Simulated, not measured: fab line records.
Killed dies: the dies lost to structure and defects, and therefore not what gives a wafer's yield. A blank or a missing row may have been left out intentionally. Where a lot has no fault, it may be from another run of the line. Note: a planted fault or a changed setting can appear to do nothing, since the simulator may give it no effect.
Chamber matching | flow sky130 | 4 sister chambers for SKY_VIA1_CMP_02 on cmp-01
The step polishes SiO2. 4 wafers are shown with their chamber, then 7 later ones without.

WAFERS WITH THEIR CHAMBER
wafer  | chamber | motorCurrentA (A)
L560.3 | 1       | 13.3
L560.4 | 0       | 11.2
L561.2 | 3       | 11.2
L561.3 | 2       | 13.9

WAFERS WITHOUT THEIR CHAMBER
wafer  | motorCurrentA (A)
L561.5 | 13.3
L573.1 | 11.5
L573.2 | 12.0
L573.4 | 10.9
L574.1 | 12.2
L574.2 | 13.7
L574.3 | 10.6

EACH ONE'S CHAMBER
wafer  | from the rows above               | in truth
L561.5 | can't be placed: 1 or 2           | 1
L573.1 | can't be placed: 0 or 3           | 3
L573.2 | can't be placed: 0 or 3 or 1 or 2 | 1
L573.4 | can't be placed: 0 or 3           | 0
L574.1 | can't be placed: 0 or 3 or 1 or 2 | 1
L574.2 | can't be placed: 2 or 1           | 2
L574.3 | can't be placed: 0 or 3           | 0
0 of 7 placed correctly. Unplaceable from these rows: 7, with the true chamber sitting among the candidates in 7. Wrongly placed: 0.
How it was worked out, from the rows above alone: a wafer's distance from a chamber is the root of the sum, over the readings, of the square of ((its reading less the chamber's mean) divided by the reading's scatter). If the next closest chamber is less than 2 further off than the closest, the wafer can't be placed; otherwise it belongs to the closest. Each chamber's mean is taken over the wafers shown for it. The scatter (one wafer shown for each chamber): square how far every hidden wafer sits from the nearest shown wafer, average those squares and take the square root.
